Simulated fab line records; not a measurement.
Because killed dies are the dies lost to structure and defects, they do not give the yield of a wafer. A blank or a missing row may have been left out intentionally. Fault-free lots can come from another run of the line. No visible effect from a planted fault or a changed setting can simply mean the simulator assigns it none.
Struck lot and sound lot, side by side || flow sfq-line || 42 out of 325 route steps
Sound: the wafers L614.3, L614.4, L614.5. Struck: wafer L619.6 (L619.2, L619.5, from the same lot, were not struck and are left out); the cause is given at the end.
At each step with rows: each side's tool, then ch and its chambers, then its first start. Under that, the readings that differ: sound wafers || struck wafers || difference of the means || sigmas: that difference in standard deviations of wafers without a fault.
alike: words and numbers the same on both sides, and readings whose means are apart by under 2 such deviations; not compared: readings that were withheld, readings missing a value for some wafer, numbers with overlapping values and no deviation given by the record, and bounds like >300 which may hide the same value.
The two part at a step that has a row with sigmas, a row that says differs or no value, or rows on one side only. Numbers that don't overlap but have no deviation are shown without sigmas and don't part them. A reading missing from all wafers of one side parts the sides only when that side holds two or more wafers.

first, 3 steps without rows for these wafers: SFQ_TRILAYER_I4_VIA_STRIP_STRIP_107 (strips in O2); SFQ_TRILAYER_I4_VIA_STRIP_SOLV_CLEAN_108 (cleans in NMP, time 600 s); SFQ_TRILAYER_JJ_TRILAYER_DEP_PRE_CLEAN_113 (time 22.5 s).
SFQ_TRILAYER_JJ_TRILAYER_DEP_SPUTTER_109: material Nb, target thk 150 nm, time 100 s.
  sound on pvd-sputter-03, day 44 06:25; struck on pvd-sputter-05, day 45 09:51
  alike: throttle-valve-pct
then, 3 steps without rows for these wafers: SFQ_TRILAYER_JJ_TRILAYER_DEP_SPUTTER_110 (material Al, target thk 8 nm, time 10 s); SFQ_TRILAYER_JJ_TRILAYER_DEP_AL_OXIDATION_111 (oxidation time 600 s); SFQ_TRILAYER_JJ_TRILAYER_DEP_SPUTTER_112 (material Nb, target thk 170 nm, time 113.3 s).
SFQ_JJ_RS_MEAS_929: uses a four-point probe to measure.
  sound on film-metro-04, day 44 07:38; struck on film-metro-02, day 45 11:03
  alike: JJ_NB_RS
then, 3 steps without rows for these wafers: SFQ_TRILAYER_JJ_CE_LITHO_COAT_119 (resist thk 62 nm); SFQ_TRILAYER_JJ_CE_LITHO_COAT_114 (resist thk 600 nm); SFQ_TRILAYER_JJ_CE_LITHO_SOFTBAKE_118.
-- the record jumps here: 3 days lie between the struck wafers' starts before and after --
SFQ_TRILAYER_JJ_CE_LITHO_EXPOSE_115: exposes mask J5, target cd 700 nm.
  sound on krf-scanner-01 ch 0, day 47 09:40; struck on krf-scanner-01 ch 0, day 48 08:16
  alike: mask
then, 2 steps without rows for these wafers: SFQ_TRILAYER_JJ_CE_LITHO_PEB_117 (peb time 60 s); SFQ_TRILAYER_JJ_CE_LITHO_DEVELOP_116 (time 60 s).
SFQ_JJ_OVL_MEAS_931:
  sound on overlay-01, day 47 10:47; struck on overlay-02, day 48 09:34
  alike: J5_OVL
SFQ_TRILAYER_JJ_CE_METRO_MEASURE_117:
  sound on cd-sem-01, day 47 11:12; struck on cd-sem-02, day 48 09:48
{"reading": "cd-nm (nm)", "sound": "700.6 700.2 699.1", "struck": 694.5, "difference": -5.5, "sigmas": -5}
SFQ_TRILAYER_JJ_CE_BARC_OPEN_RIE_150: chemistry O2, target BARC, target depth 240 nm, time 80 s.
  sound on rie-metal-01 ch 0, day 47 12:04; struck on rie-metal-01 ch 1, day 48 10:48
{"reading": "model.JJ.cd-nm (nm)", "sound": "699.2 698.7 697.3", "struck": 689.6, "difference": -8.8, "sigmas": ""}
  alike: drypump-motor-current-A, oes-product-au
  not compared: rf-hours-counter-h
SFQ_TRILAYER_JJ_CE_ETCH_RIE_118: chemistry SF6, target Nb, stops on Al2O3, time 97.7 s, target depth 170 nm.
  sound on rie-metal-01 ch 0, day 47 12:16; struck on rie-metal-01 ch 1, day 48 10:53
{"reading": "model.JJ.cd-nm (nm)", "sound": "698.7 698 696.7", "struck": 689.2, "difference": -8.6, "sigmas": ""}
  alike: drypump-motor-current-A, oes-product-au
  not compared: rf-hours-counter-h
then, 9 steps without rows for these wafers: SFQ_TRILAYER_JJ_ANODIZE_ANODIZE_119; SFQ_TRILAYER_JJ_CE_STRIP_STRIP_120 (strips in O2); SFQ_TRILAYER_JJ_CE_STRIP_SOLV_CLEAN_121 (cleans in NMP, time 600 s); SFQ_TRILAYER_M5_LITHO_COAT_128 (resist thk 62 nm); SFQ_TRILAYER_M5_LITHO_COAT_123 (resist thk 600 nm); SFQ_TRILAYER_M5_LITHO_SOFTBAKE_127; SFQ_TRILAYER_M5_LITHO_EXPOSE_124 (exposes mask M5, target cd 700 nm); SFQ_TRILAYER_M5_LITHO_PEB_126 (peb time 60 s); SFQ_TRILAYER_M5_LITHO_DEVELOP_125 (time 60 s).
-- the record jumps here: 2 days lie between the struck wafers' starts before and after --
SFQ_M5_OVL_MEAS_932:
  sound on overlay-01, day 49 12:16; struck on overlay-02, day 50 13:16
  alike: M5_OVL
then, 1 step without rows for these wafers: SFQ_TRILAYER_M5_BARC_OPEN_METAL_ETCH_161 (etches BARC in O2, target depth 125 nm, time 41.7 s).
SFQ_TRILAYER_M5_ETCH_METAL_ETCH_126: etches Nb in Cl2/BCl3, stops on SiO2, time 203.2 s, target depth 265 nm.
  sound on rie-metal-01 ch 0,1, day 49 12:25; struck on rie-metal-02 ch 1, day 50 13:21
  alike: drypump-motor-current-A, oes-product-au
  not compared: rf-hours-counter-h
then, 2 steps without rows for these wafers: SFQ_TRILAYER_M5_STRIP_STRIP_127 (strips in O2); SFQ_TRILAYER_M5_STRIP_SOLV_CLEAN_128 (cleans in NMP, time 600 s).
SFQ_TRILAYER_A5B_DEP_PECVD_129: deposits SiO2 from SiH4/N2O, time 133.33 s, target thk 600 nm.
  sound on pecvd-01 ch 0,1, day 49 13:19; struck on pecvd-01 ch 2, day 50 14:20
  alike: heater-power-w, showerhead-vpp-V, throttle-valve-pct
then, 1 step without rows for these wafers: SFQ_TRILAYER_A5B_CMP_CMP_130 (polishes, stops on Nb, target thk 340.7 nm).
-- the record jumps here: 3 days lie between the struck wafers' starts before and after --
SFQ_TRILAYER_A5B_METRO_MEASURE_131:
  sound on film-metro-04, day 52 07:47; struck on film-metro-04, day 53 05:53
  alike: thk-nm
then, 2 steps without rows for these wafers: SFQ_TRILAYER_R5_DEP_SPUTTER_132 (material Ti, target thk 5 nm, time 5 s); SFQ_TRILAYER_R5_DEP_SPUTTER_133 (material MoNx, target thk 40 nm, time 66.7 s).
SFQ_TRILAYER_R5_DEP_SPUTTER_134: material Ti, target thk 5 nm, time 5 s.
  sound on pvd-sputter-03, day 52 08:40; struck on pvd-sputter-04, day 53 06:58
  alike: throttle-valve-pct
SFQ_R5_RS_MEAS_933: uses a four-point probe to measure.
  sound on film-metro-01, day 52 08:43; struck on film-metro-02, day 53 07:00
  alike: R5_MONX_RS
SFQ_R5_THK_MEAS_934: measures by xrf.
  sound on film-metro-01, day 52 08:49; struck on film-metro-02, day 53 07:07
{"reading": "R5_MONX_THK (nm)", "sound": "38.0 38.8 38.4", "struck": 39.8, "difference": "+1.4", "sigmas": "+2"}
then, 1 step without rows for these wafers: SFQ_TRILAYER_R5_LITHO_COAT_141 (resist thk 62 nm).
-- the record jumps here: 22 days lie between the struck wafers' starts before and after --
SFQ_M8_BOW_MEAS_951:
  sound on film-metro-03, day 71 03:01; struck on film-metro-01, day 74 20:28
{"reading": "model.etest.jj.g-times", "sound": "0.999 0.997 0.9933", "struck": 0.9721, "difference": -0.0243, "sigmas": ""}
  alike: M8_BOW

== WHERE THEY PART ==
At SFQ_TRILAYER_JJ_CE_METRO_MEASURE_117 first; at SFQ_R5_THK_MEAS_934 last (within this record only). Later steps at which nothing parts them and some readings are alike: SFQ_M8_BOW_MEAS_951.

WHY: what the simulator had put in
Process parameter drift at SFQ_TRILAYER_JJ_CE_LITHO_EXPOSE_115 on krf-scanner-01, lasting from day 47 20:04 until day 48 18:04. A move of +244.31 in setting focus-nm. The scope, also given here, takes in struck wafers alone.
